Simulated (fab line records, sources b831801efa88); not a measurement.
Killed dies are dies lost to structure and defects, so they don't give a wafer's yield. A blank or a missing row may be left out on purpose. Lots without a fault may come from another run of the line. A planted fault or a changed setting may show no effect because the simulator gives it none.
Chamber matching | flow gf180mcu | GF_V5_CMP_04 on cmp-01: 4 sister chambers
The step polishes SiO2. 4 wafers are shown with their chamber, then 10 later ones without.

WAFERS WITH THEIR CHAMBER
wafer  | chamber | motor_current_A (A)
L990.1 | 2       | 14.5
L990.6 | 1       | 12.2
L991.1 | 3       | 11.1
L991.2 | 0       | 9.6

WAFERS WITHOUT THEIR CHAMBER
wafer  | motor_current_A (A)
L991.4 | 12.0
L997.1 | 10.8
L997.4 | 10.2
L997.5 | 9.8
L100.1 | 12.9
L100.2 | 10.3
L100.3 | 11.2
L101.2 | 14.6
L101.4 | 11.7
L101.6 | 15.0

WHICH CHAMBER EACH WENT THROUGH
wafer  | from the rows above     | in truth
L991.4 | can't be placed: 1 or 3 | 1
L997.1 | can't be placed: 3 or 0 | 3
L997.4 | can't be placed: 0 or 3 | 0
L997.5 | 0                       | 0
L100.1 | can't be placed: 1 or 2 | 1
L100.2 | can't be placed: 0 or 3 | 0
L100.3 | can't be placed: 3 or 1 | 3
L101.2 | 2                       | 2
L101.4 | can't be placed: 1 or 3 | 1
L101.6 | 2                       | 2
Placed correctly: 3 of 10. Can't be placed from these rows: 7 (the true chamber is among the candidates in 7). Placed wrongly: 0.
How it was worked out, from the rows above alone: a wafer's distance from a chamber is the root of the sum, over the readings, of the square of ((its reading less the chamber's mean) divided by the reading's scatter). The wafer belongs to the nearest chamber; if the next one is less than 2 further off, it can't be placed. A chamber's mean is the mean of its shown wafers. The scatter: with one shown wafer a chamber, the root of the mean of the squares of how far each hidden wafer lies from its nearest shown one.
